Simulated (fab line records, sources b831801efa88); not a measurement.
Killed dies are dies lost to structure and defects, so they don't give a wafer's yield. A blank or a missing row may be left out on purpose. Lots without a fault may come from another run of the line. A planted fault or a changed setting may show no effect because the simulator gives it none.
Split-lot experiment | flow sfq_line | 5 lots, 23 wafers read, on a route of 325 steps

THE SPLIT
At SFQ_TRILAYER_I0_VIA_LITHO_COAT_036 (resist thk 62 nm), the setting resist_thk_nm was moved away from the recipe's 62 nm on 7 of the 23 wafers read, by +2.4% to +5.3%. The other wafers ran this setting at the recipe's value.

The reading is taken at the split's own step.

THE READING
BARC_of_TRILAYER_I0_VIA_LITHO_COAT_036.thk_nm (the simulator's own value, which no gauge read), in nm, at SFQ_TRILAYER_I0_VIA_LITHO_COAT_036 (resist thk 62 nm). The file gives no usual value for it. The 16 wafers here that ran the recipe average 61.96 nm, standard deviation 0.077 nm.

wafer  | tool, chamber at the split | resist_thk_nm as run, nm | against the recipe | BARC_of_TRILAYER_I0_VIA_LITHO_COAT_036.thk_nm, nm | against lot-mates on the recipe
L074.1 | litho_track-01, 0          | 62                       | recipe             | 61.91                                             | -
L074.2 | litho_track-01, 0          | 62                       | recipe             | 62.14                                             | -
L074.3 | litho_track-01, 0          | 64.38                    | +3.8%              | 64.28                                             | +2.28
L074.4 | litho_track-01, 0          | 62                       | recipe             | 61.95                                             | -
L074.6 | litho_track-01, 0          | 64.38                    | +3.8%              | 64.4                                              | +2.40
L075.3 | litho_track-02, 0          | 62                       | recipe             | 61.91                                             | -
L075.4 | litho_track-02, 0          | 62                       | recipe             | 61.98                                             | -
L075.5 | litho_track-02, 0          | 62                       | recipe             | 62.07                                             | -
L076.2 | litho_track-04, 0          | 65.26                    | +5.3%              | 65.29                                             | +3.33
L076.3 | litho_track-04, 0          | 62                       | recipe             | 62                                                | -
L076.4 | litho_track-04, 0          | 65.26                    | +5.3%              | 65.28                                             | +3.32
L076.5 | litho_track-04, 0          | 62                       | recipe             | 61.92                                             | -
L076.6 | litho_track-04, 0          | 65.26                    | +5.3%              | 65.09                                             | +3.13
L077.1 | litho_track-02, 0          | 62                       | recipe             | 61.96                                             | -
L077.3 | litho_track-02, 0          | 62                       | recipe             | 61.89                                             | -
L077.4 | litho_track-02, 0          | 62                       | recipe             | 62.01                                             | -
L077.5 | litho_track-02, 0          | 62                       | recipe             | 61.98                                             | -
L077.6 | litho_track-02, 0          | 62                       | recipe             | 61.99                                             | -
L083.2 | litho_track-01, 0          | 63.49                    | +2.4%              | 63.18                                             | +1.29
L083.3 | litho_track-01, 0          | 62                       | recipe             | 61.99                                             | -
L083.4 | litho_track-01, 0          | 63.49                    | +2.4%              | 63.32                                             | +1.43
L083.5 | litho_track-01, 0          | 62                       | recipe             | 61.88                                             | -
L083.6 | litho_track-01, 0          | 62                       | recipe             | 61.8                                              | -

THE FIT
A straight line over all 23 wafers: BARC_of_TRILAYER_I0_VIA_LITHO_COAT_036.thk_nm changes by +0.614 nm for each +1% of resist_thk_nm; r = +1.00; the points scatter about the line by 0.1 nm.
The same after taking each lot's own level away (the mean of its wafers on the recipe; 23 wafers): +0.614 nm for each +1%; r = +1.00; scatter 0.083 nm.
On that fit, the largest move of resist_thk_nm shifts the reading by 3.2 nm.
The lots' own levels span 61.890 to 62.000 nm, that is 1.4 times the standard deviation above.
So the lot-to-lot level changes the slope little: the two slopes agree.
Check: with one of the wafers moved furthest among these (+5.3%) left out of the fit, the line predicts +3.19 nm for it against its lot-mates. It came out at +3.33 nm against them.

OTHER SPLITS ON THESE WAFERS
These wafers also went through other splits before the reading. Each is held against what the fit with the lots' levels taken away leaves over:
other split on the same wafers                 | wafers away from the commonest value | r with BARC_of_TRILAYER_I0_VIA_LITHO_COAT_036.thk_nm (lot level and that fit taken away)
SFQ_TRILAYER_L0_LITHO_COAT_005 spin_rpm        | 6                                    | +0.11
SFQ_TRILAYER_L0_VIA_LITHO_EXPOSE_014 dose_mj   | 7                                    | -0.25
SFQ_TRILAYER_I0_CMP_CMP_028 leave_above_ref_nm | 9                                    | +0.02

THE FILE'S OWN FIT
BARC_of_TRILAYER_I0_VIA_LITHO_COAT_036.thk_nm changes by +0.609 nm for each +1% of resist_thk_nm, r = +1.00.
